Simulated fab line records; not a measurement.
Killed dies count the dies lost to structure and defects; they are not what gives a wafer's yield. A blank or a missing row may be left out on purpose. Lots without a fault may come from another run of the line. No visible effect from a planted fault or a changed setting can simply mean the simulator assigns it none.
fab line records	flow sfq-line
record: lots: 16	wafers: 48	last-day: 87
route steps=325 shown L0@5 I1@86 I4@170 JJ@180
lots untouched by any fault: they come from a run of this same line in which no faults occurred
start-h: hours from the record's first day to the start of the lot's first wafer shown	wait-h: hours elapsed since this lot's preceding step	" the same as in the row above	L1.1+2: one row covering several wafers at once	- no value, or no start given	* or withheld: withheld	< > ~ a bound
route shown NAME@n: a module of which the file shows steps, and the number in the route of the first	usual: the fault-free wafers' mean and standard deviation	same: alike in all rows	chamber/n: place in a boat	sites: the reading at each site	_std_site: their standard deviation	_edge_site: mean of outer sites minus mean of inner sites	radius-mm: for every site, how far away it sits from the centre of the wafer	mask NAME#n: copy n	behind: the most recent tool/chamber to have shaped the wafer	hold: why the lot went on hold/how many hours it stayed there/how the hold came to an end	device: names the non-switching transistor (n, p or np)	end of line: tests run on the same wafers once the route is complete	a step with no rows: only its recipe	killed: the dies lost at the first sort to structure and to defects; this is not the yield of the wafer	map: dies across one wafer; x = killed, . = not, _ = none there
set.NAME: the setting the step ran with; set.NAME@STEP: the setting that earlier step ran with	model.NAME: the simulator's own value behind a step, which no gauge read
route steps across a sampled set of lots; one table per step, one row per wafer
services: the hour from which a tool's chamber was out of use, counted from the record's first day as start-h (under 0 if before that day), plus the number of hours and why
== steps ==
step: SFQ_L0_THK_MEAS_902
recipe: thk-meas-gauge: xrf	reads: MoNx_KI_of_TRILAYER_L0_DEP_SPUTTER_003
usual: L0_MONX_KI_THK: 40.3/0.49
lot.wafer	tool	chamber	start-h	wait-h	L0_MONX_KI_THK[nm]
L426.4	film-metro-04	-	12.71	0.1	40.6
L426.5	"	-	"	"	40.6
L426.6	"	-	"	"	40.9
L427.1	film-metro-04	-	17.68	0.1	41.1
L427.2	"	-	"	"	40.8
L427.3	"	-	"	"	40.0
L428.1	film-metro-01	-	22.68	0.1	40.0
L428.2	"	-	"	"	41.0
L428.6	"	-	"	"	40.3
L429.1	film-metro-01	-	27.68	0.1	39.7
L429.2	"	-	"	"	39.3
L429.4	"	-	"	"	39.7
L431.3	film-metro-01	-	37.70	0.1	40.2
L431.4	"	-	"	"	39.6
L431.5	"	-	"	"	41.2
L432.1	film-metro-01	-	42.68	0.1	40.3
L432.4	"	-	"	"	40.1
L432.6	"	-	"	"	40.6
L433.1	film-metro-01	-	47.68	0.1	40.4
L433.5	"	-	"	"	41.0
L433.6	"	-	"	"	40.8
L435.1	film-metro-04	-	57.68	0.1	40.8
L435.3	"	-	"	"	40.4
L435.4	"	-	"	"	40.8
L436.1	film-metro-02	-	62.68	0.1	41.3
L436.3	"	-	"	"	41.0
L436.4	"	-	"	"	41.1
L437.2	film-metro-01	-	67.69	0.1	40.8
L437.5	"	-	"	"	41.1
L437.6	"	-	"	"	40.8
L440.3	film-metro-01	-	82.70	0.1	39.9
L440.4	"	-	"	"	40.1
L440.6	"	-	"	"	40.5
L442.2	film-metro-01	-	92.69	0.1	41.0
L442.3	"	-	"	"	40.0
L442.6	"	-	"	"	40.1
L443.1	film-metro-01	-	97.68	0.1	40.0
L443.3	"	-	"	"	40.1
L443.6	"	-	"	"	39.7
L444.1	film-metro-02	-	102.68	0.1	39.4
L444.4	"	-	"	"	39.9
L444.5	"	-	"	"	39.9
L445.3	film-metro-04	-	107.70	0.1	39.2
L445.4	"	-	"	"	39.4
L445.6	"	-	"	"	39.7
L449.1	film-metro-04	-	127.68	0.1	40.2
L449.3	"	-	"	"	40.1
L449.5	"	-	"	"	40.2
step: SFQ_TRILAYER_I1_VIA_STRIP_STRIP_053
recipe: gas: O2	power-w: 200	platen-temp-c: 40	overash-fraction: 0.65	chemistry: O2	pressure-mtorr: 50
usual: drypump-motor-current-A: 5.6/0.35	oes-product-au: 1.002/0.0076	platen-temp-c: 39.99/0.11
lot.wafer	tool	chamber	start-h	wait-h	drypump-motor-current-A	oes-product-au	platen-temp-c	rf-hours-counter-h
L426.4	rie-metal-04	1	558.66	-	5.6	1.000	39.99	-
L426.5	"	0	"	"	5.6	0.998	39.85	-
L426.6	"	1	"	"	5.7	1.014	40.13	-
L427.1	rie-metal-02	1	567.23	-	5.8	0.995	40.07	109
L427.2	"	0	"	"	5.6	1.001	40.12	42
L427.3	"	0	"	"	5.6	0.994	40.09	-
L428.1	rie-metal-02	1	616.37	-	5.8	1.010	39.95	118
L428.2	"	1	"	"	5.8	0.997	40.10	-
L428.6	"	1	"	"	5.8	0.998	40.11	-
L429.1	rie-metal-04	1	620.19	-	5.6	1.007	40.16	39
L429.2	"	0	"	"	5.6	1.006	39.83	49
L429.4	"	1	"	"	5.6	1.002	39.84	-
L431.3	rie-metal-03	1	626.23	-	4.8	1.009	40.12	-
L431.4	"	0	"	"	6.2	1.000	40.08	-
L431.5	"	0	"	"	6.2	1.003	39.98	-
L432.1	rie-metal-02	0	769.97	-	5.6	1.009	40.00	70
L432.4	"	1	"	"	5.8	1.004	40.03	-
L432.6	"	1	"	"	5.8	1.014	40.00	-
L433.1	rie-metal-04	1	773.57	-	5.6	0.994	39.96	58
L433.5	"	1	"	"	5.7	0.995	40.19	-
L433.6	"	0	"	"	5.6	1.005	39.90	-
L435.1	rie-metal-04	1	798.77	-	5.7	1.001	39.92	60
L435.3	"	1	"	"	5.7	1.010	40.13	-
L435.4	"	0	"	"	5.6	0.998	39.99	-
L436.1	rie-metal-03	0	808.37	-	6.1	0.997	39.92	48
L436.3	"	0	"	"	6.2	0.985	40.08	-
L436.4	"	0	"	"	6.2	0.996	39.98	-
L437.2	rie-metal-04	0	819.30	-	5.6	1.000	39.93	73
L437.5	"	0	"	"	5.6	0.994	39.90	-
L437.6	"	1	"	"	5.7	1.013	40.00	-
L440.3	rie-metal-02	1	835.15	-	5.8	1.005	40.00	-
L440.4	"	0	"	"	5.6	1.007	39.83	-
L440.6	"	0	"	"	5.6	1.006	39.94	-
L442.2	rie-metal-03	0	860.90	-	6.1	0.987	39.95	58
L442.3	"	0	"	"	6.1	0.986	40.04	-
L442.6	"	1	"	"	4.8	0.998	39.98	-
L443.1	rie-metal-04	0	870.50	-	5.6	0.995	39.91	79
L443.3	"	0	"	"	5.6	0.995	40.00	-
L443.6	"	0	"	"	5.5	0.998	40.03	-
L444.1	rie-metal-04	0	877.70	-	5.6	1.013	39.96	81
L444.4	"	0	"	"	5.6	1.004	39.98	-
L444.5	"	0	"	"	5.6	1.003	40.05	-
L445.3	rie-metal-02	1	885.10	-	5.7	1.010	39.99	-
L445.4	"	0	"	"	5.6	1.009	40.05	-
L445.6	"	0	"	"	5.6	1.001	39.92	-
L449.1	rie-metal-02	0	921.15	-	5.6	1.015	39.90	91
L449.3	"	0	"	"	5.6	1.022	40.08	-
L449.5	"	0	"	"	5.6	1.002	40.24	-
step: SFQ_TRILAYER_I4_VIA_LITHO_EXPOSE_104
recipe: mask-id: I4	na: 0.6	source-shape: conventional	sigma-outer: 0.65	target-cd-nm: 700	dose-mj: 21.3
usual: exposure-dose-mJ-cm2: 21.296/0.02
lot.wafer	tool	chamber	start-h	wait-h	mask	exposure-dose-mJ-cm2
L426.4	krf-scanner-01	0	1005.73	-	I4#0	21.298
L426.5	"	0	"	"	I4#0	21.304
L426.6	"	0	"	"	I4#0	21.306
L427.1	krf-scanner-01	0	1006.33	-	I4#0	21.312
L427.2	"	0	"	"	I4#0	21.289
L427.3	"	0	"	"	I4#0	21.303
L428.1	krf-scanner-01	0	1084.49	-	I4#0	21.275
L428.2	"	0	"	"	I4#0	21.329
L428.6	"	0	"	"	I4#0	21.327
L429.1	krf-scanner-01	0	1092.89	-	I4#0	21.296
L429.2	"	0	"	"	I4#0	21.275
L429.4	"	0	"	"	I4#0	21.303
L431.3	krf-scanner-01	0	1098.09	-	I4#0	21.301
L431.4	"	0	"	"	I4#0	21.334
L431.5	"	0	"	"	I4#0	21.290
L432.1	krf-scanner-01	0	1188.00	-	I4#0	21.327
L432.4	"	0	"	"	I4#0	21.294
L432.6	"	0	"	"	I4#0	21.278
L433.1	krf-scanner-01	0	1216.80	-	I4#0	21.241
L433.5	"	0	"	"	I4#0	21.327
L433.6	"	0	"	"	I4#0	21.298
L435.1	krf-scanner-01	0	1242.00	-	I4#0	21.297
L435.3	"	0	"	"	I4#0	21.322
L435.4	"	0	"	"	I4#0	21.299
L436.1	krf-scanner-01	0	1260.00	-	I4#0	21.321
L436.3	"	0	"	"	I4#0	21.284
L436.4	"	0	"	"	I4#0	21.297
L437.2	krf-scanner-01	0	1267.40	-	I4#0	21.280
L437.5	"	0	"	"	I4#0	21.298
L437.6	"	0	"	"	I4#0	21.307
L440.3	krf-scanner-02	0	1296.00	-	I4#0	21.327
L440.4	"	0	"	"	I4#0	21.308
L440.6	"	0	"	"	I4#0	21.273
L442.2	krf-scanner-02	0	1348.85	-	I4#0	18.846
L442.3	"	0	"	"	I4#0	18.881
L442.6	"	0	"	"	I4#0	18.869
L443.1	krf-scanner-02	0	1351.05	-	I4#0	18.894
L443.3	"	0	"	"	I4#0	18.918
L443.6	"	0	"	"	I4#0	18.885
L444.1	krf-scanner-02	0	1359.45	-	I4#0	18.857
L444.4	"	0	"	"	I4#0	18.875
L444.5	"	0	"	"	I4#0	18.849
L445.3	krf-scanner-02	0	1364.65	-	I4#0	18.899
L445.4	"	0	"	"	I4#0	18.888
L445.6	"	0	"	"	I4#0	18.880
L449.1	krf-scanner-01	0	1379.76	-	I4#0	21.275
L449.3	"	0	"	"	I4#0	21.265
L449.5	"	0	"	"	I4#0	21.275
step: SFQ_TRILAYER_JJ_TRILAYER_DEP_SPUTTER_110
recipe: material: Al	base-pressure-pa: 1.33e-06	target-thk-nm: 8	power-w: 500	time-s: 10	chamber-pressure-pa: 0.4
usual: chamber-pressure-pa: 0.4000/0.00075	throttle-valve-pct: 30.1/0.62
lot.wafer	tool	chamber	start-h	wait-h	chamber-pressure-pa	throttle-valve-pct
L426.4	pvd-sputter-05	-	1007.70	0.0	0.3989	29.3
L426.5	"	-	"	"	0.3988	30.4
L426.6	"	-	"	"	0.4004	30.1
L427.1	pvd-sputter-03	-	1009.50	0.0	0.3994	31.0
L427.2	"	-	"	"	0.4009	30.5
L427.3	"	-	"	"	0.4001	31.1
L428.1	pvd-sputter-03	-	1087.66	0.0	0.3999	31.0
L428.2	"	-	"	"	0.3991	30.4
L428.6	"	-	"	"	0.4000	30.4
L429.1	pvd-sputter-04	-	1095.46	0.0	0.4005	29.3
L429.2	"	-	"	"	0.4011	30.8
L429.4	"	-	"	"	0.4012	29.4
L431.3	pvd-sputter-03	-	1100.26	0.0	0.4000	30.5
L431.4	"	-	"	"	0.3992	30.8
L431.5	"	-	"	"	0.3994	30.2
L432.1	pvd-sputter-04	-	1190.57	0.0	0.3991	29.5
L432.4	"	-	"	"	0.3996	30.5
L432.6	"	-	"	"	0.3998	29.2
L433.1	pvd-sputter-05	-	1220.14	0.0	0.4000	29.5
L433.5	"	-	"	"	0.4010	30.0
L433.6	"	-	"	"	0.3991	29.3
L435.1	pvd-sputter-05	-	1244.57	0.0	0.3996	29.7
L435.3	"	-	"	"	0.4005	29.3
L435.4	"	-	"	"	0.4006	30.6
L436.1	pvd-sputter-04	-	1262.57	0.0	0.4012	29.0
L436.3	"	-	"	"	0.3997	30.7
L436.4	"	-	"	"	0.3997	29.3
L437.2	pvd-sputter-05	-	1269.77	0.0	0.4000	29.4
L437.5	"	-	"	"	0.3982	29.9
L437.6	"	-	"	"	0.4012	30.4
L440.3	pvd-sputter-05	-	1298.76	0.0	0.4008	30.5
L440.4	"	-	"	"	0.3999	29.8
L440.6	"	-	"	"	0.4001	29.8
L442.2	pvd-sputter-03	-	1351.39	0.0	0.4002	31.0
L442.3	"	-	"	"	0.3995	30.3
L442.6	"	-	"	"	0.3999	30.7
L443.1	pvd-sputter-04	-	1353.61	0.0	0.3997	30.2
L443.3	"	-	"	"	0.3990	29.3
L443.6	"	-	"	"	0.3989	29.2
L444.1	pvd-sputter-03	-	1362.01	0.0	0.4004	30.6
L444.4	"	-	"	"	0.4007	30.9
L444.5	"	-	"	"	0.4007	30.9
L445.3	pvd-sputter-05	-	1366.81	0.0	0.4006	29.3
L445.4	"	-	"	"	0.3998	30.5
L445.6	"	-	"	"	0.3990	29.6
L449.1	pvd-sputter-03	-	1382.34	0.0	0.3989	30.4
L449.3	"	-	"	"	0.4001	30.7
L449.5	"	-	"	"	0.4002	30.3
== services ==
tool	chamber	start-h	hours	kind
krf-scanner-01	-	576.10	1.3	pm
rie-metal-04	0	590.58	6.5	repair
krf-scanner-01	-	628.08	0.8	repair
krf-scanner-01	-	646.90	1.0	pm
krf-scanner-01	-	667.10	0.8	pm
rie-metal-04	-	714.82	14.6	pm
krf-scanner-01	-	731.39	0.8	pm
krf-scanner-01	-	750.98	1.3	pm
krf-scanner-01	-	816.28	1.0	pm
krf-scanner-01	-	828.33	7.2	pm
krf-scanner-01	-	853.08	4.4	pm
krf-scanner-01	-	860.61	0.2	repair
krf-scanner-01	-	906.05	0.4	repair
krf-scanner-01	-	929.18	1.3	pm
krf-scanner-01	-	941.28	4.0	pm
krf-scanner-01	-	985.61	1.0	pm
krf-scanner-01	-	1008.73	0.8	pm
krf-scanner-01	-	1103.69	1.3	pm
krf-scanner-01	-	1154.18	1.0	pm
krf-scanner-01	-	1173.96	0.8	pm
krf-scanner-01	-	1279.20	1.3	pm
krf-scanner-01	-	1323.52	1.0	pm
krf-scanner-01	-	1342.52	0.8	pm
krf-scanner-01	-	1350.52	1.7	repair
== key ==
first-sign: step: SFQ_TRILAYER_I4_VIA_LITHO_EXPOSE_104	reading: exposure-dose-mJ-cm2	direction: down	sigmas: 99+	usual: 21.296	struck: 18.879
effect none on later readings
met-at SFQ_TRILAYER_I4_VIA_LITHO_EXPOSE_104
struck-lots L442,L443,L444,L445
not-acting-at SFQ_L0_THK_MEAS_902,SFQ_TRILAYER_I1_VIA_STRIP_STRIP_053,SFQ_TRILAYER_JJ_TRILAYER_DEP_SPUTTER_110
onset-between 1296.00 1348.85
fault: kind: process-parameter-drift	tool: krf-scanner-02	chamber: -	onset-h: 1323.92	steps: SFQ_TRILAYER_I4_VIA_LITHO_EXPOSE_104	channel: dose-mj	offset: -2.4185	shape: step	acts-in: these-recipes-only	stated: 21.3
